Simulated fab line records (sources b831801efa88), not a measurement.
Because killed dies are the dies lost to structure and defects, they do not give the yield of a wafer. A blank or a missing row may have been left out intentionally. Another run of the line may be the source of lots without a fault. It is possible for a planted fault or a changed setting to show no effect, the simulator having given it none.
What tool caused it? ; flow gf180mcu ; 24 lots, 72 wafers sampled, at 4 steps of a route of 602

== WHAT THE GAUGES SHOWED, per wafer ==
GF_NWELL_TW_MEAS_11. Usual: NWELL_TW gives 1578 (standard deviation 13).
lot;measured;on;NWELL_TW;flag
L074;day 3 07:43;film metro-04;1586 1594 1588;
L075;day 3 13:14;film metro-02;1575 1585 1580;
L076;day 3 17:55;film metro-02;1580 1573 1582;
L077;day 4 00:48;film metro-02;1605 1594 1594;
L078;day 4 05:17;film metro-04;1588 1576 1589;
L079;day 4 10:55;film metro-01;1559 1552 1551;
L080;day 4 15:32;film metro-02;1600 1583 1581;
L081;day 4 23:10;film metro-04;1584 1588 1579;
L082;day 5 02:22;film metro-02;1571 1576 1580;
L083;day 5 08:32;film metro-02;1574 1577 1586;
L084;day 5 14:19;film metro-01;1562 1564 1566;
L085;day 5 21:08;film metro-01;1566 1571 1566;
L086;day 6 01:55;film metro-01;1571 1574 1567;
L087;day 6 07:02;film metro-01;1562 1565 1568;
L088;day 6 13:49;film metro-01;1571 1573 1568;
L089;day 6 17:53;film metro-02;1576 1579 1580;
L090;day 6 22:59;film metro-04;1569 1575 1583;
L091;day 7 04:34;film metro-01;1562 1562 1557;
L092;day 7 10:25;film metro-01;1554 1553 1557;
L093;day 7 15:43;film metro-04;1596 1587 1585;
L094;day 7 22:25;film metro-04;1590 1591 1586;
L095;day 8 03:34;film metro-04;1590 1589 1595;
L096;day 8 07:23;film metro-04;1585 1586 1586;
L097;day 8 19:01;film metro-02;1591 1590 1590;

GF_V1_OVL_MEAS_15. Usual: V1_OVL gives 0 nm (standard deviation 6.3).
lot;measured;on;V1_OVL (nm);flag
L074;day 18 01:55;overlay-02;4 13 13;
L075;day 18 10:55;overlay-02;5 4 0;
L076;day 18 22:45;overlay-01;1 2 -2;
L077;day 19 09:40;overlay-01;4 4 6;
L078;day 19 19:18;overlay-02;-6 -4 -1;
L079;day 20 05:05;overlay-01;-7 -3 -7;
L080;day 20 07:58;overlay-01;-1 2 0;
L081;day 21 02:30;overlay-01;0 5 5;
L082;day 21 02:51;overlay-02;6 8 3;
L083;day 21 17:39;overlay-02;-6 -9 -8;
L084;day 22 00:24;overlay-02;0 8 1;
L085;day 22 14:17;overlay-02;1 -4 3;
L086;day 22 17:33;overlay-02;-6 -2 -5;
L087;day 22 23:22;overlay-02;2 -2 -1;
L088;day 23 10:15;overlay-01;-3 -11 -7;
L089;day 23 15:26;overlay-02;-6 -7 -10;
L090;day 23 21:00;overlay-01;-1 -8 -2;
L091;day 24 06:55;overlay-02;-8 -9 -6;
L092;day 24 14:18;overlay-01;2 0 4;
L093;day 24 23:15;overlay-02;5 -1 -1;
L094;day 25 08:21;overlay-01;6 3 5;
L095;day 25 14:38;overlay-02;-1 12 5;
L096;day 25 18:00;overlay-02;4 15 14;
L097;day 26 08:36;overlay-01;8 7 5;

GF_V4_BOW_MEAS_05. Usual: V4_BOW gives 135 um (standard deviation 8.4).
lot;measured;on;V4_BOW (um);flag
L074;day 23 11:10;film metro-04;126 128 131;
L075;day 23 19:04;film metro-04;131 130 141;
L076;day 24 07:14;film metro-01;129 130 137;
L077;day 24 16:37;film metro-01;144 140 147;
L078;day 24 23:31;film metro-02;133 126 129;
L079;day 25 09:25;film metro-04;138 132 135;
L080;day 25 11:05;film metro-01;142 143 136;
L081;day 26 02:32;film metro-04;151 140 139;
L082;day 26 03:32;film metro-01;142 129 137;
L083;day 26 16:57;film metro-04;140 130 139;
L084;day 26 22:27;film metro-02;142 148 131;
L085;day 27 11:55;film metro-04;134 145 145;
L086;day 27 14:52;film metro-04;131 129 126;
L087;day 27 18:33;film metro-04;143 136 139;
L088;day 28 04:37;film metro-01;121 120 123;
L089;day 28 10:05;film metro-01;136 125 130;
L090;day 28 14:00;film metro-01;135 146 150;
L091;day 28 22:54;film metro-04;133 131 119;
L092;day 29 05:50;film metro-01;133 132 138;
L093;day 29 13:05;film metro-01;130 125 124;
L094;day 29 22:04;film metro-04;128 129 130;
L095;day 30 02:35;film metro-02;153 155 151;
L096;day 30 05:57;film metro-01;130 122 139;
L097;day 30 18:20;film metro-01;138 146 141;

== WHICH TOOL RAN EACH LOT (tool, then ch and the chambers of the sampled wafers, then the start) ==
lot;GF_M2_SPUTTER_04
L074;pvd sputter-01, day 18 03:31
L075;pvd sputter-02, day 18 12:29
L076;pvd sputter-03, day 19 00:20
L077;pvd sputter-01, day 19 11:13
L078;pvd sputter-01, day 19 20:52
L079;pvd sputter-03, day 20 06:41
L080;pvd sputter-02, day 20 09:33
L081;pvd sputter-02, day 21 04:04
L082;pvd sputter-01, day 21 04:26
L083;pvd sputter-02, day 21 19:33
L084;pvd sputter-01, day 22 02:05
L085;pvd sputter-02, day 22 15:58
L086;pvd sputter-03, day 22 19:07
L087;pvd sputter-01, day 23 00:56
L088;pvd sputter-01, day 23 11:49
L089;pvd sputter-02, day 23 17:01
L090;pvd sputter-02, day 23 22:34
L091;pvd sputter-01, day 24 08:31
L092;pvd sputter-01, day 24 15:53
L093;pvd sputter-01, day 25 00:49
L094;pvd sputter-01, day 25 09:55
L095;pvd sputter-03, day 25 16:14
L096;pvd sputter-01, day 25 19:35
L097;pvd sputter-02, day 26 10:12
- GF_M2_SPUTTER_04: material TiN, target thk 50 nm, time 41.7 s.

== AS READ BY THE TOOLS THEMSELVES (means over the sampled wafers that have a number; for cases with no such wafer, the mark the record gives instead) ==
GF_M2_SPUTTER_04. Usual: throttle valve pct reads 30.1 % (standard deviation 0.91).
lot;tool;throttle valve pct (%);flag
L074;pvd sputter-01;30.6;
L075;pvd sputter-02;29.4;
L076;pvd sputter-03;30.4;
L077;pvd sputter-01;30.5;
L078;pvd sputter-01;30.6;
L079;pvd sputter-03;29.8;
L080;pvd sputter-02;30.0;
L081;pvd sputter-02;30.3;
L082;pvd sputter-01;30.1;
L083;pvd sputter-02;30.3;
L084;pvd sputter-01;30.5;
L085;pvd sputter-02;29.7;
L086;pvd sputter-03;29.7;
L087;pvd sputter-01;31.2;
L088;pvd sputter-01;30.6;
L089;pvd sputter-02;30.1;
L090;pvd sputter-02;30.3;
L091;pvd sputter-01;30.6;
L092;pvd sputter-01;30.0;
L093;pvd sputter-01;30.6;
L094;pvd sputter-01;30.1;
L095;pvd sputter-03;29.5;
L096;pvd sputter-01;30.6;
L097;pvd sputter-02;29.8;

== THE ANSWER, worked out from the rows above alone ==
Rule: take the mean of a lot's wafers that have a number; if it is more than 3 standard deviations from the usual mean, the lot is off. Also off: a lot with no number at a reading for which 4 or more lots have one. Where the step has rows for the other lots, those lots are counted as sound. Order of review: gauges by route order, followed by the tools' own readings, for which a lot's mean as printed above is used. At the first step where some lot is off, the reading lying furthest off is the one used; lots without a number count as furthest.
No lot is off at any reading shown: from this, nothing can be told.

== WHAT THE SIMULATOR HAD INSERTED ==
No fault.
